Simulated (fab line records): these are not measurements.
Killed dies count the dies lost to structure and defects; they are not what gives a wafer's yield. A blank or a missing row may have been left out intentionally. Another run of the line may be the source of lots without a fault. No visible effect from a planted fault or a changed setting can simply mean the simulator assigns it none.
One fault seen from 2 desks / flow sfq_line / what lay behind the numbers comes last; until then each desk has only its own

THE TOOL OWNER'S DESK: litho_track-02
The tool's own readings at SFQ_TRILAYER_JJ_CE_LITHO_COAT_119 (resist thk 62 nm): means of the sampled wafers that have a number, for each lot that ran on this tool. Any lot whose mean is over 4 standard deviations away from the usual mean is out of limits and marked OUT; that distance is given in the brackets.
Columns: A = chill_plate_temp_C at SFQ_TRILAYER_JJ_CE_LITHO_COAT_119, usual 23.02 C
lot=L834; first seen here=day 47 10:23; A=22.93
lot=L836; first seen here=day 47 17:32; A=23.10
lot=L844; first seen here=day 50 07:32; A=23.07
lot=L853; first seen here=day 51 05:37; A=22.98
lot=L854; first seen here=day 51 19:05; A=23.04
lot=L857; first seen here=day 58 13:10; A=23.09
This desk found nothing out of limits on any of the 6 lots.

FROM THE METROLOGY DESK
What the gauges read, lot by lot, whatever tool the lot ran on: means of the sampled wafers that have a number. Any lot whose mean is over 4 standard deviations away from the usual mean is out of limits and marked OUT; that distance is given in the brackets.
Columns: A = I4_OVL at SFQ_I4_OVL_MEAS_928, usual -2 nm; B = JJ_NB_RS at SFQ_JJ_RS_MEAS_929, usual 1.047 ohm/sq; C = J5_OVL at SFQ_JJ_OVL_MEAS_931, usual 0 nm
lot=L834; first seen here=day 47 07:54; A=-3; B=1.041; C=1
lot=L836; first seen here=day 47 15:05; A=-7; B=1.045; C=9
lot=L844; first seen here=day 50 05:11; A=-2; B=1.049; C=4
lot=L853; first seen here=day 51 03:16; A=3; B=1.047; C=-6
lot=L854; first seen here=day 51 16:39; A=-6; B=1.045; C=-1
lot=L857; first seen here=day 58 10:44; A=0; B=1.037; C=0
This desk found nothing out of limits on any of the 6 lots.

TAKEN TOGETHER
The tool owner's desk saw nothing out of limits.
The metrology desk saw nothing out of limits.

WHAT THE SIMULATOR HAD PUT IN
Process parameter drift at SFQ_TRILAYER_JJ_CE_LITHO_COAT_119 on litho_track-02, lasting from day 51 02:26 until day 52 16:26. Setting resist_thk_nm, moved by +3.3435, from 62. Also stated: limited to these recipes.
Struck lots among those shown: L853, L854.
